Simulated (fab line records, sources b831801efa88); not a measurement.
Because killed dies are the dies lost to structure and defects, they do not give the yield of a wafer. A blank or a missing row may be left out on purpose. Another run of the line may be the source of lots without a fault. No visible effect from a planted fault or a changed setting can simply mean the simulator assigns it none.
fab line records	flow sfq-line
[record] lots = 5	wafers = 23
route steps=325 shown JJ@193 M5@206 R5@212 I5@228 C5@248 M6@251 I6@273 M7@282
start-h: the number of hours between the record's first day and the start of the first shown wafer of the lot	wait-h: time in hours since the lot's previous step	" as in the row above	L1.1+2: a single row standing in for several wafers	- no value, or no start given	* or withheld: withheld	< > ~ a bound
route shown NAME@n: names a module that has steps shown in the file, with the first one's number in the route	usual: average and standard deviation across the fault-free wafers	same: alike in all rows	chamber/n: place in a boat	sites: each site's reading	_std_site: their standard deviation	_edge_site: the outer-site mean with the inner-site mean subtracted	radius-mm: for every site, how far away it sits from the centre of the wafer	mask NAME#n: copy n	behind: the last tool/chamber to shape the wafer	hold: the reason the lot was held/the length of the hold in hours/how it ended	device: transistor that didn't switch, given as n, p or np	end of line: at the end of the route, the tests of the same wafers	a step given without rows: its recipe and nothing more	killed: not the wafer's yield, but the dies lost to structure and defects at the first sort	map: a wafer's dies, x killed, . not, _ none there
set.NAME: setting as actually run; set.NAME@STEP: the setting as run at that earlier step	model.NAME: the simulator's own value behind a step, which no gauge read
one table per step and one row per wafer, for lots whose settings were changed on purpose
[[steps]]
[step SFQ_TRILAYER_JJ_CE_BARC_OPEN_RIE_150]
[recipe] mask-material = PR	chemistry = O2	target-depth-nm = 240	target = BARC	icp-w = 600	bias-w = 80	pressure-mtorr = 10	time-s = 80
lot.wafer	tool	chamber	start-h	wait-h	set.pressure-mtorr
L079.2+3+4+5+6	rie-metal-03	0,1,0,1,0	1037.42	0.8	10
L081.3+5+6	rie-metal-03	1,0,1	1050.65	0.6	10
L083.1+2+4+5+6	rie-metal-04	0,1,1,0,1	1057.82	1.0	10
L084.1+2+3+4+6	rie-metal-01	1,0,1,0,1	1063.62	1.0	8.936
L085.1+2+3+4+5	rie-metal-03	0,1,1,0,0	1068.42	1.0	9.338
[step SFQ_TRILAYER_JJ_CE_ETCH_RIE_118]
[recipe] target = Nb	stop-on = Al2O3	mask-material = PR	taper-deg = 13.257	over-etch-frac = 0.15	time-s = 97.7	chemistry = SF6	target-depth-nm = 170	icp-w = 600	bias-w = 82.69	pressure-mtorr = 10
lot.wafer	tool	chamber	start-h	wait-h	set.resist-thk-nm@TRILAYER_JJ_CE_LITHO_COAT_114	model.KrF_of_TRILAYER_JJ_CE_LITHO_COAT_114.thk-nm
L079.2	rie-metal-03	0	1037.51	0.1	600	475.7
L079.3	"	1	"	"	622.5	495.1
L079.4	"	0	"	"	600	476.3
L079.5	"	1	"	"	622.5	495
L079.6	"	0	"	"	622.5	499
L081.3	rie-metal-03	1	1050.75	0.1	600	471.5
L081.5	"	0	"	"	600	478.4
L081.6	"	1	"	"	600	472.6
L083.1	rie-metal-04	0	1057.91	0.1	579.2	459.2
L083.2	"	1	"	"	579.2	458
L083.4	"	1	"	"	600	480.2
L083.5	"	0	"	"	600	478.5
L083.6	"	1	"	"	600	478
L084.1	rie-metal-01	1	1063.71	0.1	581.7	456.7
L084.2	"	0	"	"	581.7	459.9
L084.3	"	1	"	"	600	474.8
L084.4	"	0	"	"	581.7	461.3
L084.6	"	1	"	"	600	475.5
L085.1	rie-metal-03	0	1068.51	0.1	574.2	450.7
L085.2	"	1	"	"	600	473.2
L085.3	"	1	"	"	574.2	449.1
L085.4	"	0	"	"	574.2	449.2
L085.5	"	0	"	"	600	477.3
[step SFQ_TRILAYER_M5_ETCH_METAL_ETCH_126]
[recipe] target = Nb	stop-on = SiO2	mask-material = PR	over-etch-frac = 0.15	time-s = 203.2	chemistry = Cl2/BCl3	target-depth-nm = 265	icp-w = 600	bias-w = 80	pressure-mtorr = 10
lot.wafer	tool	chamber	start-h	wait-h	set.time-s	model.KrF_of_TRILAYER_M5_LITHO_COAT_123.thk-nm
L079.2	rie-metal-02	1	1060.84	0.0	203.2	373.9
L079.3	"	0	"	"	232.3	349.9
L079.4	"	1	"	"	203.2	374.9
L079.5	"	1	"	"	232.3	352.3
L079.6	"	0	"	"	203.2	371.3
L081.3+6	rie-metal-04	0	1070.51	0.1	203.2	373.3
L081.5	"	1	"	"	203.2	375
L083.1	rie-metal-02	1	1078.84	0.0	203.2	376.4
L083.2	"	0	"	"	195.5	377.2
L083.4	"	1	"	"	203.2	374.7
L083.5	"	0	"	"	195.5	377.6
L083.6	"	1	"	"	203.2	374.3
L084.1	rie-metal-04	0	1081.24	0.0	203.2	373
L084.2	"	1	"	"	223.1	359.3
L084.3	"	0	"	"	223.1	360.7
L084.4	"	1	"	"	223.1	362.2
L084.6	"	1	"	"	203.2	377.1
L085.1	rie-metal-04	1	1086.04	0.0	203.2	375.1
L085.2	"	0	"	"	203.2	373.6
L085.3	"	1	"	"	192.4	384.3
L085.4	"	0	"	"	203.2	375.4
L085.5	"	1	"	"	192.4	383
[step SFQ_TRILAYER_R5_DEP_SPUTTER_132]
[recipe] material = Ti	base-pressure-pa = 1.33e-06	target-thk-nm = 5	power-w = 2000	time-s = 5	chamber-pressure-pa = 0.4
lot.wafer	tool	chamber	start-h	wait-h	set.time-s	model.Ti_of_TRILAYER_R5_DEP_SPUTTER_132.thk-nm
L079.2	pvd-sputter-03	-	1100.62	0.8	5	5.005
L079.3	"	-	"	"	5.425	5.537
L079.4	"	-	"	"	5.425	5.495
L079.5	"	-	"	"	5	5.036
L079.6	"	-	"	"	5.425	5.356
L081.3	pvd-sputter-04	-	1106.85	0.6	5	5.067
L081.5	"	-	"	"	5	5.049
L081.6	"	-	"	"	5	4.991
L083.1	pvd-sputter-05	-	1122.56	1.0	5	4.833
L083.2	"	-	"	"	5.734	5.605
L083.4	"	-	"	"	5	4.94
L083.5	"	-	"	"	5.734	5.615
L083.6	"	-	"	"	5.734	5.71
L084.1	pvd-sputter-03	-	1127.54	1.0	5	4.796
L084.2	"	-	"	"	5	4.787
L084.3+4	"	-	"	"	5	4.799
L084.6	"	-	"	"	5	4.81
L085.1	pvd-sputter-04	-	1131.56	1.0	5	5.001
L085.2	"	-	"	"	5	5.082
L085.3	"	-	"	"	5.355	5.476
L085.4	"	-	"	"	5.355	5.372
L085.5	"	-	"	"	5.355	5.407
[step SFQ_TRILAYER_R5_LITHO_COAT_136]
[recipe] resist = KrF	spin-rpm = 3000	resist-thk-nm = 600
lot.wafer	tool	chamber	start-h	wait-h	set.resist-thk-nm
L079.2+3+4	litho-track-01	0	1101.25	0.2	600
L079.5+6	"	0	"	"	622.5
L081.3+5+6	litho-track-04	0	1107.53	0.2	600
L083.1+4+5	litho-track-01	0	1123.13	0.2	600
L083.2+6	"	0	"	"	614.1
L084.1+2+3+4+6	litho-track-01	0	1128.11	0.2	600
L085.1+2+3+4+5	litho-track-01	0	1132.13	0.2	600
[step SFQ_TRILAYER_R5_BARC_OPEN_METAL_ETCH_177]
[recipe] mask-material = PR	chemistry = O2	target-depth-nm = 125	target = BARC	icp-w = 600	bias-w = 80	pressure-mtorr = 10	time-s = 41.7
lot.wafer	tool	chamber	start-h	wait-h	set.time-s	set.resist-thk-nm@TRILAYER_R5_LITHO_COAT_136	model.KrF_of_TRILAYER_R5_LITHO_COAT_136.thk-nm
L079.2	rie-metal-02	0	1221.50	0.0	41.7	600	526.8
L079.3+4	"	0,1	"	"	44.48	600	-
L079.5	"	1	"	"	41.7	622.5	548.6
L079.6	"	0	"	"	41.7	622.5	-
L081.3	rie-metal-04	0	1227.52	0.0	41.7	600	525.3
L081.5	"	0	"	"	41.7	600	524.5
L081.6	"	1	"	"	41.7	600	524.3
L083.1	rie-metal-02	0	1240.83	0.0	41.7	600	523.7
L083.2+6	"	1	"	"	41.7	614.1	-
L083.4	"	0	"	"	41.7	600	524.5
L083.5	"	0	"	"	41.7	600	-
L084.1	rie-metal-02	0	1245.63	0.0	47.22	600	519
L084.2	"	1	"	"	41.7	600	522.3
L084.3	"	1	"	"	47.22	600	514.9
L084.4	"	0	"	"	41.7	600	525.3
L084.6	"	1	"	"	41.7	600	524.5
L085.1	rie-metal-02	0	1250.43	0.0	41.7	600	523.4
L085.2	"	1	"	"	41.7	600	524
L085.3+4+5	"	1,0,1	"	"	41.7	600	-
[step SFQ_TRILAYER_A5C_DEP_PECVD_142]
[recipe] material = SiO2	temp-c = 150	time-s = 15.556	pressure-torr = 2.4	rf-w = 183.3	precursor = SiH4/N2O	target-thk-nm = 70
lot.wafer	tool	chamber	start-h	wait-h	set.time-s	model.SiO2_of_TRILAYER_A5C_DEP_PECVD_142.thk-nm
L079.2	pecvd-02	1	1222.39	0.0	16.99	75.96
L079.3	"	0	"	"	16.99	75.63
L079.4	"	1	"	"	15.556	70.85
L079.5	"	2	"	"	15.556	72.13
L079.6	"	0	"	"	15.556	70.25
L081.3	pecvd-03	0	1228.41	0.0	15.556	71.26
L081.5	"	0	"	"	15.556	71.7
L081.6	"	2	"	"	15.556	71.23
L083.1	pecvd-02	1	1241.72	0.0	15.556	69.25
L083.2	"	2	"	"	17.78	79.09
L083.4	"	2	"	"	17.78	80.78
L083.5	"	1	"	"	15.556	69.81
L083.6	"	0	"	"	17.78	79.66
L084.1	pecvd-03	1	1246.52	0.0	15.556	69.57
L084.2	"	2	"	"	17.75	78.74
L084.3	"	0	"	"	17.75	79.76
L084.4	"	1	"	"	15.556	71.61
L084.6	"	0	"	"	17.75	80.92
L085.1	pecvd-01	0	1251.34	0.0	15.556	69.65
L085.2	"	2	"	"	14.64	66.13
L085.3	"	1	"	"	14.64	64.8
L085.4	"	1	"	"	14.64	66.67
L085.5	"	0	"	"	15.556	70.13
[step SFQ_TRILAYER_I5_ETCH_VIA_ETCH_147]
[recipe] stop-on = Nb	mask-material = PR	chemistry = CHF3	target-depth-nm = 360	source-w = 500	bias-w = 80	pressure-mtorr = 30	time-s = withheld
[usual] oes-product-au = 0.990/0.0066
lot.wafer	tool	chamber	start-h	wait-h	set.source-w	oes-product-au	model.I5.feature-depth-nm
L079.2	rie-diel-03	1	1344.32	0.0	500	0.987	360
L079.3	"	3	"	"	500	0.992	360
L079.4	"	0	"	"	444.6	0.971	344.2
L079.5	"	0	"	"	500	0.995	358.8
L079.6	"	3	"	"	444.6	0.978	346.9
L081.3	rie-diel-04	1	1349.12	0.0	500	1.004	360
L081.5	"	2	"	"	500	0.996	360
L081.6	"	3	"	"	500	0.993	360
L083.1	rie-diel-01	1	1370.28	0.0	445	0.971	342.7
L083.2	"	0	"	"	445	0.978	344.4
L083.4	"	2	"	"	500	0.990	353
L083.5	"	1	"	"	500	0.989	357.6
L083.6	"	2	"	"	500	0.981	356
L084.1	rie-diel-03	0	1376.28	0.0	458.4	0.986	349.5
L084.2	"	3	"	"	500	1.003	360
L084.3	"	2	"	"	500	0.991	355.1
L084.4	"	2	"	"	458.4	0.980	348.6
L084.6	"	0	"	"	458.4	0.981	347
L085.1	rie-diel-01	1	1381.08	0.0	543.4	0.996	360
L085.2	"	2	"	"	543.4	0.992	360
L085.3	"	3	"	"	500	0.981	344.6
L085.4	"	0	"	"	500	0.981	358.2
L085.5	"	1	"	"	543.4	0.993	360
[step SFQ_TRILAYER_C5_ETCH_VIA_ETCH_154]
[recipe] target = SiO2	mask-material = PR	chemistry = CHF3	target-depth-nm = 84	source-w = 500	bias-w = 80	pressure-mtorr = 30	time-s = withheld	stop-on = Nb
[usual] oes-product-au = 0.898/0.0088
lot.wafer	tool	chamber	start-h	wait-h	set.bias-w	set.time-s@TRILAYER_A5C_DEP_PECVD_142	oes-product-au	model.C5.feature-depth-nm
L079.2	rie-diel-03	1	1360.56	0.0	77	*	0.939	75.96
L079.3	"	0	"	"	80	*	0.938	75.63
L079.4	"	2	"	"	77	*	0.903	70.85
L079.5	"	2	"	"	80	*	0.911	72.13
L079.6	"	3	"	"	80	*	0.892	70.25
L081.3	rie-diel-02	3	1370.41	0.0	80	*	0.906	71.26
L081.5	"	3	"	"	80	*	0.908	71.7
L081.6	"	2	"	"	80	*	0.894	71.23
L083.1	rie-diel-04	3	1373.53	0.0	80	*	0.893	69.25
L083.2	"	1	"	"	80	*	0.965	79.09
L083.4	"	2	"	"	80	*	0.975	80.78
L083.5	"	1	"	"	70.86	*	0.891	69.81
L083.6	"	0	"	"	70.86	*	0.963	79.66
L084.1	rie-diel-02	2	1379.53	0.0	80	*	0.902	69.57
L084.2	"	3	"	"	80	*	0.963	78.74
L084.3	"	1	"	"	80	*	0.973	79.76
L084.4	"	0	"	"	80	*	0.907	71.61
L084.6	"	0	"	"	80	*	0.976	80.92
L085.1	rie-diel-02	3	1385.53	0.0	80	*	0.888	69.65
L085.2	"	0	"	"	77.08	*	0.861	66.13
L085.3	"	2	"	"	80	*	0.852	64.8
L085.4	"	1	"	"	77.08	*	0.866	66.67
L085.5	"	1	"	"	80	*	0.897	70.13
[step SFQ_TRILAYER_M6_DEP_PRE_CLEAN_158]
[recipe] gas = Ar	time-s = 22.5	bias-v = 250
lot.wafer	tool	chamber	start-h	wait-h	set.bias-v	set.time-s@TRILAYER_A5C_DEP_PECVD_142	model.SiO2_of_TRILAYER_A5C_DEP_PECVD_142.thk-nm
L079.2	pvd-sputter-03	-	1361.98	0.0	227.9	16.99	68.95
L079.3	"	-	"	"	250	16.99	68.13
L079.4	"	-	"	"	250	15.556	63.35
L079.5	"	-	"	"	227.9	15.556	65.12
L079.6	"	-	"	"	250	15.556	62.75
L081.3	pvd-sputter-03	-	1371.24	0.0	250	15.556	63.76
L081.5	"	-	"	"	250	15.556	64.2
L081.6	"	-	"	"	250	15.556	63.73
L083.1	pvd-sputter-05	-	1374.35	0.0	250	15.556	61.75
L083.2	"	-	"	"	250	17.78	71.59
L083.4	"	-	"	"	250	17.78	73.28
L083.5	"	-	"	"	250	15.556	62.31
L083.6	"	-	"	"	250	17.78	72.16
L084.1	pvd-sputter-05	-	1380.35	0.0	235	15.556	62.4
L084.2	"	-	"	"	250	17.75	71.24
L084.3	"	-	"	"	235	17.75	72.59
L084.4	"	-	"	"	235	15.556	64.44
L084.6	"	-	"	"	250	17.75	73.42
L085.1	pvd-sputter-06	-	1386.35	0.0	250	15.556	62.15
L085.2	"	-	"	"	250	14.64	58.63
L085.3	"	-	"	"	259.2	14.64	57.1
L085.4	"	-	"	"	250	14.64	59.17
L085.5	"	-	"	"	259.2	15.556	62.44
[step SFQ_TRILAYER_M6_LITHO_PEB_162]
[recipe] peb-temp-c = 115	peb-time-s = 60	resist = KrF
lot.wafer	tool	chamber	start-h	wait-h	set.peb-time-s
L079.2+5+6	litho-track-03	0	1493.58	0.8	60
L079.3+4	"	0	"	"	68.5
L081.3+5+6	litho-track-03	0	1500.80	0.7	60
L083.1+2+5	litho-track-01	0	1505.55	1.0	60
L083.4+6	"	0	"	"	55.07
L084.1+2+3+4+6	litho-track-01	0	1510.35	1.0	60
L085.1+4+5	litho-track-02	0	1518.75	1.0	60
L085.2+3	"	0	"	"	57.36
[step SFQ_TRILAYER_M6_LITHO_DEVELOP_161]
[recipe] time-s = 60	resist = KrF
[step SFQ_TRILAYER_M6_BARC_OPEN_METAL_ETCH_206]
[recipe] mask-material = PR	chemistry = O2	target-depth-nm = 125	target = BARC	icp-w = 600	bias-w = 80	pressure-mtorr = 10	time-s = 41.7
lot.wafer	tool	chamber	start-h	wait-h	set.peb-time-s@TRILAYER_M6_LITHO_PEB_162	model.M6.cd-nm
L079.2+6	rie-metal-04	0	1493.89	0.0	60	501.3
L079.3	"	1	"	"	68.5	483.6
L079.4	"	0	"	"	68.5	484.2
L079.5	"	1	"	"	60	502.1
L081.3	rie-metal-03	1	1501.11	0.0	60	500.3
L081.5	"	0	"	"	60	498.7
L081.6	"	1	"	"	60	498.9
L083.1	rie-metal-02	1	1505.89	0.0	60	499.1
L083.2	"	0	"	"	60	499.7
L083.4	"	1	"	"	55.07	511.6
L083.5	"	0	"	"	60	501.4
L083.6	"	1	"	"	55.07	511.2
L084.1	rie-metal-02	0	1510.69	0.0	60	498.6
L084.2	"	1	"	"	60	498.4
L084.3	"	0	"	"	60	499.5
L084.4	"	1	"	"	60	499.9
L084.6	"	1	"	"	60	498.7
L085.1	rie-metal-02	1	1519.09	0.0	60	498.8
L085.2	"	0	"	"	57.36	505.4
L085.3	"	1	"	"	57.36	504.5
L085.4	"	0	"	"	60	499.4
L085.5	"	0	"	"	60	500.3
[step SFQ_TRILAYER_M6_ETCH_METAL_ETCH_162]
[recipe] target = Nb	stop-on = SiO2	mask-material = PR	chemistry = Cl2/Ar	target-depth-nm = 240	icp-w = 600	bias-w = 80	pressure-mtorr = 10	time-s = 120
lot.wafer	tool	chamber	start-h	wait-h	set.pressure-mtorr	set.peb-time-s@TRILAYER_M6_LITHO_PEB_162	model.M6.cd-nm
L079.2	rie-metal-04	0	1493.95	0.0	9.18	60	500.5
L079.3	"	1	"	"	9.18	68.5	482.6
L079.4	"	0	"	"	9.18	68.5	484.4
L079.5	"	1	"	"	9.18	60	502.4
L079.6	"	0	"	"	9.18	60	499.8
L081.3	rie-metal-03	1	1501.19	0.1	10	60	499.9
L081.5	"	0	"	"	10	60	499.1
L081.6	"	1	"	"	10	60	498.6
L083.1	rie-metal-02	1	1505.95	0.0	11.16	60	498.1
L083.2	"	0	"	"	11.16	60	500.8
L083.4	"	1	"	"	11.16	55.07	509.7
L083.5	"	0	"	"	11.16	60	502.7
L083.6	"	1	"	"	11.16	55.07	510.3
L084.1	rie-metal-02	0	1510.75	0.0	10	60	501.2
L084.2	"	1	"	"	10	60	499.3
L084.3	"	0	"	"	10	60	501.6
L084.4	"	1	"	"	10	60	501
L084.6	"	1	"	"	10	60	499.2
L085.1	rie-metal-02	1	1519.15	0.0	10.98	60	497.8
L085.2	"	0	"	"	10.98	57.36	507
L085.3	"	1	"	"	10.98	57.36	503
L085.4	"	0	"	"	10.98	60	499.8
L085.5	"	0	"	"	10.98	60	501.1
[step SFQ_TRILAYER_I6_VIA_LITHO_EXPOSE_170]
[recipe] mask-id = I6	na = 0.6	source-shape = conventional	sigma-outer = 0.65	target-cd-nm = 700	dose-mj = 21.3
lot.wafer	tool	chamber	start-h	wait-h	mask	set.dose-mj
L079.2+4+6	krf-scanner-02	0	1617.65	-	I6#0	22.43
L079.3+5	"	0	"	"	I6#0	21.3
L081.3+5+6	krf-scanner-02	0	1622.65	-	I6#0	21.3
L083.1+2+4+5+6	krf-scanner-02	0	1627.05	-	I6#0	21.3
L084.1+2+3	krf-scanner-02	0	1631.85	-	I6#0	21.3
L084.4+6	"	0	"	"	I6#0	22.57
L085.1+2+3+4+5	krf-scanner-02	0	1639.05	-	I6#0	21.3
[step SFQ_TRILAYER_I6_VIA_LITHO_PEB_172]
[recipe] peb-temp-c = 114.7	peb-time-s = 60	resist = KrF
[step SFQ_TRILAYER_I6_VIA_LITHO_DEVELOP_171]
[recipe] time-s = 60	resist = KrF
[step SFQ_TRILAYER_I6_VIA_BARC_OPEN_VIA_ETCH_235]
[recipe] mask-material = PR	chemistry = O2	target-depth-nm = 125	target = BARC	source-w = 500	bias-w = 80	pressure-mtorr = 30	time-s = 41.7
lot.wafer	tool	chamber	start-h	wait-h	set.dose-mj@TRILAYER_I6_VIA_LITHO_EXPOSE_170	model.I6.cd-nm
L079.2	rie-diel-02	0	1618.99	0.0	22.43	704.2
L079.3	"	2	"	"	21.3	695.5
L079.4	"	1	"	"	22.43	704.3
L079.5	"	3	"	"	21.3	694.7
L079.6	"	0	"	"	22.43	703.1
L081.3	rie-diel-02	2	1623.79	0.0	21.3	695.8
L081.5	"	2	"	"	21.3	696
L081.6	"	3	"	"	21.3	694.5
L083.1	rie-diel-02	2	1628.59	0.0	21.3	694.2
L083.2	"	0	"	"	21.3	694
L083.4	"	3	"	"	21.3	695
L083.5	"	1	"	"	21.3	694.9
L083.6	"	2	"	"	21.3	695.2
L084.1	rie-diel-02	1	1633.39	0.0	21.3	695.8
L084.2	"	2	"	"	21.3	696.9
L084.3	"	3	"	"	21.3	696
L084.4	"	0	"	"	22.57	705.6
L084.6	"	3	"	"	22.57	705.4
L085.1+5	rie-diel-01	3	1640.59	0.0	21.3	693.7
L085.2	"	2	"	"	21.3	693.4
L085.3	"	0	"	"	21.3	693.9
L085.4	"	0	"	"	21.3	693.6
[step SFQ_TRILAYER_M7_DEP_SPUTTER_175]
[recipe] material = Nb	base-pressure-pa = 1.33e-06	chamber-pressure-pa = 0.1333	substrate-temp-c = 20	target-thk-nm = 200	power-w = 2000	time-s = 133.3
lot.wafer	tool	chamber	start-h	wait-h	set.time-s	model.Nb_of_TRILAYER_M7_DEP_SPUTTER_175.thk-nm
L079.2	pvd-sputter-04	-	1619.95	0.0	118.3	178.9
L079.3	"	-	"	"	118.3	174.9
L079.4	"	-	"	"	133.3	200.4
L079.5	"	-	"	"	118.3	178.2
L079.6	"	-	"	"	133.3	201.9
L081.3	pvd-sputter-04	-	1624.75	0.0	133.3	197.1
L081.5	"	-	"	"	133.3	195.3
L081.6	"	-	"	"	133.3	199.3
L083.1	pvd-sputter-04	-	1629.72	0.0	133.3	198
L083.2	"	-	"	"	118.3	179.8
L083.4	"	-	"	"	118.3	177.7
L083.5	"	-	"	"	133.3	197.9
L083.6	"	-	"	"	133.3	201.1
L084.1	pvd-sputter-05	-	1634.35	0.0	147.7	219.8
L084.2	"	-	"	"	147.7	217.7
L084.3	"	-	"	"	133.3	198.5
L084.4	"	-	"	"	147.7	218.8
L084.6	"	-	"	"	133.3	195.5
L085.1	pvd-sputter-04	-	1641.56	0.0	133.3	201.2
L085.2	"	-	"	"	144.4	215.7
L085.3	"	-	"	"	144.4	216.3
L085.4	"	-	"	"	144.4	212.7
L085.5	"	-	"	"	133.3	201.6
[step SFQ_M7_RS_MEAS_943]
[recipe] thk-meas-gauge = four-point-probe	reads = Nb_of_TRILAYER_M7_DEP_SPUTTER_175
[usual] M7_NB_RS = 0.893/0.01
lot.wafer	tool	chamber	start-h	wait-h	set.time-s@TRILAYER_M7_DEP_SPUTTER_175	M7_NB_RS[ohm/sq]
L079.2	film-metro-02	-	1620.06	0.1	118.3	0.995
L079.3	"	-	"	"	118.3	1.019
L079.4	"	-	"	"	133.3	0.889
L079.5	"	-	"	"	118.3	0.998
L079.6	"	-	"	"	133.3	0.880
L081.3	film-metro-01	-	1624.88	0.1	133.3	0.902
L081.5	"	-	"	"	133.3	0.911
L081.6	"	-	"	"	133.3	0.892
L083.1	film-metro-01	-	1629.81	0.0	133.3	0.899
L083.2	"	-	"	"	118.3	0.990
L083.4	"	-	"	"	118.3	1.002
L083.5	"	-	"	"	133.3	0.900
L083.6	"	-	"	"	133.3	0.883
L084.1	film-metro-02	-	1634.45	0.1	147.7	0.807
L084.2	"	-	"	"	147.7	0.814
L084.3	"	-	"	"	133.3	0.896
L084.4	"	-	"	"	147.7	0.813
L084.6	"	-	"	"	133.3	0.909
L085.1	film-metro-01	-	1641.65	0.0	133.3	0.882
L085.2	"	-	"	"	144.4	0.822
L085.3	"	-	"	"	144.4	0.820
L085.4	"	-	"	"	144.4	0.836
L085.5	"	-	"	"	133.3	0.883
[[key]]
[split] step = SFQ_TRILAYER_JJ_CE_BARC_OPEN_RIE_150	setting = pressure-mtorr	stated = 10	by = lot
response none clear
[split] step = SFQ_TRILAYER_M5_ETCH_METAL_ETCH_126	setting = time-s	stated = 203.2	by = wafer
[response] step = SFQ_TRILAYER_M5_ETCH_METAL_ETCH_126	reading = model.KrF_of_TRILAYER_M5_LITHO_COAT_123.thk-nm	change = -1.5	per = 1%	r = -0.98
[split] step = SFQ_TRILAYER_R5_DEP_SPUTTER_132	setting = time-s	stated = 5	by = wafer
[response] step = SFQ_TRILAYER_R5_DEP_SPUTTER_132	reading = model.Ti_of_TRILAYER_R5_DEP_SPUTTER_132.thk-nm	change = +0.0519	per = 1%	r = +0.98
[split] step = SFQ_TRILAYER_R5_LITHO_COAT_136	setting = resist-thk-nm	stated = 600	by = wafer
[response] step = SFQ_TRILAYER_R5_BARC_OPEN_METAL_ETCH_177	reading = model.KrF_of_TRILAYER_R5_LITHO_COAT_136.thk-nm	slope = +5.82	per = 1%	together-with = time-s@TRILAYER_R5_BARC_OPEN_METAL_ETCH_177	explained = 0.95
[split] step = SFQ_TRILAYER_R5_BARC_OPEN_METAL_ETCH_177	setting = time-s	stated = 41.7	by = wafer
[response] step = SFQ_TRILAYER_R5_BARC_OPEN_METAL_ETCH_177	reading = model.KrF_of_TRILAYER_R5_LITHO_COAT_136.thk-nm	slope = -0.533	per = 1%	together-with = resist-thk-nm@TRILAYER_R5_LITHO_COAT_136	explained = 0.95
[split] step = SFQ_TRILAYER_A5C_DEP_PECVD_142	setting = time-s	stated = 15.556	by = wafer
[response] step = SFQ_TRILAYER_A5C_DEP_PECVD_142	reading = model.SiO2_of_TRILAYER_A5C_DEP_PECVD_142.thk-nm	change = +0.659	per = 1%	r = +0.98
[response] step = SFQ_TRILAYER_C5_ETCH_VIA_ETCH_154	reading = oes-product-au	change = +0.00487	per = 1%	r = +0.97
[response] step = SFQ_TRILAYER_C5_ETCH_VIA_ETCH_154	reading = model.C5.feature-depth-nm	change = +0.659	per = 1%	r = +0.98
[response] step = SFQ_TRILAYER_M6_DEP_PRE_CLEAN_158	reading = model.SiO2_of_TRILAYER_A5C_DEP_PECVD_142.thk-nm	change = +0.654	per = 1%	r = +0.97
[split] step = SFQ_TRILAYER_I5_ETCH_VIA_ETCH_147	setting = source-w	stated = 500	by = wafer
[response] step = SFQ_TRILAYER_I5_ETCH_VIA_ETCH_147	reading = oes-product-au	change = +0.00142	per = 1%	r = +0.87
[response] step = SFQ_TRILAYER_I5_ETCH_VIA_ETCH_147	reading = model.I5.feature-depth-nm	change = +1.13	per = 1%	r = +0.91
[split] step = SFQ_TRILAYER_C5_ETCH_VIA_ETCH_154	setting = bias-w	stated = 80	by = wafer
response none clear
[split] step = SFQ_TRILAYER_M6_DEP_PRE_CLEAN_158	setting = bias-v	stated = 250	by = wafer
response none clear
[split] step = SFQ_TRILAYER_M6_LITHO_PEB_162	setting = peb-time-s	stated = 60	by = wafer
[response] step = SFQ_TRILAYER_M6_BARC_OPEN_METAL_ETCH_206	reading = model.M6.cd-nm	change = -1.28	per = 1%	r = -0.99
[response] step = SFQ_TRILAYER_M6_ETCH_METAL_ETCH_162	reading = model.M6.cd-nm	change = -1.21	per = 1%	r = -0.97
[split] step = SFQ_TRILAYER_M6_ETCH_METAL_ETCH_162	setting = pressure-mtorr	stated = 10	by = lot
response none clear
[split] step = SFQ_TRILAYER_I6_VIA_LITHO_EXPOSE_170	setting = dose-mj	stated = 21.3	by = wafer
[response] step = SFQ_TRILAYER_I6_VIA_BARC_OPEN_VIA_ETCH_235	reading = model.I6.cd-nm	change = +1.59	per = 1%	r = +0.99
[split] step = SFQ_TRILAYER_M7_DEP_SPUTTER_175	setting = time-s	stated = 133.3	by = wafer
[response] step = SFQ_TRILAYER_M7_DEP_SPUTTER_175	reading = model.Nb_of_TRILAYER_M7_DEP_SPUTTER_175.thk-nm	change = +1.92	per = 1%	r = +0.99
[response] step = SFQ_M7_RS_MEAS_943	reading = M7_NB_RS	change = -0.009	per = 1%	r = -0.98
split outside-this-file step=SFQ_TRILAYER_JJ_CE_LITHO_COAT_114 setting=resist-thk-nm
// split outside-this-file: this setting was split too, and the file shows its column; the key of that split is in another file
